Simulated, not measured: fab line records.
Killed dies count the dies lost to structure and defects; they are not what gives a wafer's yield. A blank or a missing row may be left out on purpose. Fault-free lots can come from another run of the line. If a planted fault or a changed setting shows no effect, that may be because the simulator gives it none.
A sampling plan put to the test    flow sky130    22 faults told of in these records, all on one fab line, each judged by the records of the lots it struck
The plan consists of the line's own looks: route steps at which the wafer is read by a gauge or an inspection but not changed. A look is open to judgement when struck wafers have a number at it and the file gives its usual mean and standard deviation on fault-free wafers. Caught: at a look after the fault's first step, the mean of the struck wafers lies 4 or more of those standard deviations (sigma) from the usual mean. On the tool: the fault's steps, tested the same way using the tool's own readings. Also counted as caught: the struck wafers showing another recipe, or a record that is empty for them alone.

## THE FAULTS, as the simulator had put them in
1. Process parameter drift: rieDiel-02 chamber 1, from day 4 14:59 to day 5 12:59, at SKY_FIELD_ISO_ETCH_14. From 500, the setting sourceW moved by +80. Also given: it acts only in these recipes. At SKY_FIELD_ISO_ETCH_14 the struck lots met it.
2. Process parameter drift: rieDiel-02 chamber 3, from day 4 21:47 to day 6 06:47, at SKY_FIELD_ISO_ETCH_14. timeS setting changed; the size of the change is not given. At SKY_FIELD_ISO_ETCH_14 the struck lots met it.
3. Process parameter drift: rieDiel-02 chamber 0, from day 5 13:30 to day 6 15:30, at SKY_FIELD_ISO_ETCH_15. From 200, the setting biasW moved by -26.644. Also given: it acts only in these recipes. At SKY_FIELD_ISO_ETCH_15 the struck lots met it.
4. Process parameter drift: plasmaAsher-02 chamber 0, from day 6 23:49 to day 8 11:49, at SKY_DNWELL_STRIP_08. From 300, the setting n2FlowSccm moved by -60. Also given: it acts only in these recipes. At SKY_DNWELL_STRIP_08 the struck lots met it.
5. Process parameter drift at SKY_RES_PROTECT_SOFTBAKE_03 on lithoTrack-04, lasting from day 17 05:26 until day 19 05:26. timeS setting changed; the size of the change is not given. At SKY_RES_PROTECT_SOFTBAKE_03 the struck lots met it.
6. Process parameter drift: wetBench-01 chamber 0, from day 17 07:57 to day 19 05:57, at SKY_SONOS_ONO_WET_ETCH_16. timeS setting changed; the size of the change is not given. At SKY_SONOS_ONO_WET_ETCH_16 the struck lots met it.
7. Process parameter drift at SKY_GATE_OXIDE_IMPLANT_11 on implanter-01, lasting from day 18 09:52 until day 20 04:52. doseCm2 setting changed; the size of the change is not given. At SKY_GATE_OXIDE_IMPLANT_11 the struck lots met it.
8. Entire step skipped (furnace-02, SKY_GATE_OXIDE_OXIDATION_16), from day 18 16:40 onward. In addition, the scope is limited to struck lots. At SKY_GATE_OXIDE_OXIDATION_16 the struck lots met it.
9. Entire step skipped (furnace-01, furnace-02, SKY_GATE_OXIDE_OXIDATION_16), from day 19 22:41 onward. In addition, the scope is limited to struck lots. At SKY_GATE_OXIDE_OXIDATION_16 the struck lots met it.
10. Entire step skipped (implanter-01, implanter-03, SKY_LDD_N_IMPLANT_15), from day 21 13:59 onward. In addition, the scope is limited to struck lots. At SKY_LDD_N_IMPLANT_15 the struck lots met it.
11. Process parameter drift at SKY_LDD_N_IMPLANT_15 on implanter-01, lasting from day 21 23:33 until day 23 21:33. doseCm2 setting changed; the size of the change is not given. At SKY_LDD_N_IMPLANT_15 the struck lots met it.
12. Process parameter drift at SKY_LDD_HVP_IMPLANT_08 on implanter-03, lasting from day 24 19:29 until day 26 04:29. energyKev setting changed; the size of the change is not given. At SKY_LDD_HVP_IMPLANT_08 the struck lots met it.
13. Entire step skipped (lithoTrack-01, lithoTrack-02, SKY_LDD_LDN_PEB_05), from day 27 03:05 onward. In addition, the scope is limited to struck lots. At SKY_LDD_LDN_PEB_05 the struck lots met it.
14. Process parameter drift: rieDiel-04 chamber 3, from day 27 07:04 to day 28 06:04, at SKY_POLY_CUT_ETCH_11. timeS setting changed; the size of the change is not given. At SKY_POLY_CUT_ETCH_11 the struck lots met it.
15. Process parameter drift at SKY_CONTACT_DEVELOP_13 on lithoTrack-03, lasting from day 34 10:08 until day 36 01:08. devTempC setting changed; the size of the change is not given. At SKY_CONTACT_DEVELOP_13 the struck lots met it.
16. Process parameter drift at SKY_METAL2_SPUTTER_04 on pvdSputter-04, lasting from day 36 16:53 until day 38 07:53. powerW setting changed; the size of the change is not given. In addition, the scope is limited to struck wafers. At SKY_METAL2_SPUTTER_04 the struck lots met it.
17. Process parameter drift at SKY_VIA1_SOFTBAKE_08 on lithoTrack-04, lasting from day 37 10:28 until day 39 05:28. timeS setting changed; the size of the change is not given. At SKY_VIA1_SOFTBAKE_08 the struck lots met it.
18. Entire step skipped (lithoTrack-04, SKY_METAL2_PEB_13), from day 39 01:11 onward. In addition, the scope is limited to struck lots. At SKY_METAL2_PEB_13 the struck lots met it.
19. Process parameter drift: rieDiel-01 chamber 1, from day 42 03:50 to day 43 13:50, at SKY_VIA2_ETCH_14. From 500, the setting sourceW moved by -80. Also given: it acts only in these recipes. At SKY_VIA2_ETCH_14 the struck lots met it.
20. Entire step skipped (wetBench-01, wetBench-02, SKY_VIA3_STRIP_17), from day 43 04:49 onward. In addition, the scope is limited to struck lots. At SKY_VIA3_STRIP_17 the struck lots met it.
21. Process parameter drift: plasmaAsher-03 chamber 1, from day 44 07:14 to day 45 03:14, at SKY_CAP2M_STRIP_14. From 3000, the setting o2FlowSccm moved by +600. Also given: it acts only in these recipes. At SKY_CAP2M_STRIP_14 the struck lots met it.
22. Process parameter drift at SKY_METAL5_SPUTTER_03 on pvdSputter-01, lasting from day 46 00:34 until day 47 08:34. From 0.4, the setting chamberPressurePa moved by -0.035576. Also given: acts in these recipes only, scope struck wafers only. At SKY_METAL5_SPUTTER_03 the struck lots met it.

## WHAT THE PLAN SAW
fault  on the tool itself                                first look that catches it      reading, sigma  median hours from its first step to that look  hours from the fault's start to the first struck lot there  judged looks passed uncaught
1      rfFwdPowerW +36 sigma                             no look after it can be judged  -               -                                              -                                                           0
2      oesProductAu +6.8 sigma                           no look after it can be judged  -               -                                              -                                                           0
3      biasW -44 sigma                                   no look after it can be judged  -               -                                              -                                                           0
4      n2FlowSccm -69 sigma                              no look after it can be judged  -               -                                              -                                                           0
5      heaterPowerTotalW +21 sigma                       no look after it can be judged  -               -                                              -                                                           0
6      runLengthS -35 sigma                              no look after it can be judged  -               -                                              -                                                           0
7      doseIonsCm2 +77 sigma                             no look after it can be judged  -               -                                              -                                                           0
8      the tool's record is blank for the struck wafers  no look after it can be judged  -               -                                              -                                                           0
9      the tool's record is blank for the struck wafers  no look after it can be judged  -               -                                              -                                                           0
10     the tool's record is blank for the struck wafers  no look after it can be judged  -               -                                              -                                                           0
11     doseIonsCm2 -99 or beyond sigma                   no look after it can be judged  -               -                                              -                                                           0
12     beamEnergyKeV +99 or beyond sigma                 no look after it can be judged  -               -                                              -                                                           0
13     no reading that can be judged                     no look after it can be judged  -               -                                              -                                                           0
14     runLengthS +4.3 sigma                             no look after it can be judged  -               -                                              -                                                           0
15     developerTempC +6.3 sigma                         no look after it can be judged  -               -                                              -                                                           0
16     cathodeDcPowerW +99 or beyond sigma               no look after it can be judged  -               -                                              -                                                           0
17     runLengthS -99 or beyond sigma                    no look after it can be judged  -               -                                              -                                                           0
18     no reading that can be judged                     no look after it can be judged  -               -                                              -                                                           0
19     rfFwdPowerW -38 sigma                             no look after it can be judged  -               -                                              -                                                           0
20     the tool's record is blank for the struck wafers  no look after it can be judged  -               -                                              -                                                           0
21     o2FlowSccm +65 sigma                              no look after it can be judged  -               -                                              -                                                           0
22     chamberPressurePa -46 sigma                       no look after it can be judged  -               -                                              -                                                           0
A dash: the fault is not caught, or the number is missing from these records.

Caught at a look: 0 of 22. Caught on the tool: 20 of 22. By one or the other: 20 of 22.
Caught on the tool alone: faults 1, 2, 3, 4, 5, 6, 7, 8, 9, 10, 11, 12, 14, 15, 16, 17, 19, 20, 21, 22.
Caught by neither: faults 13, 18.
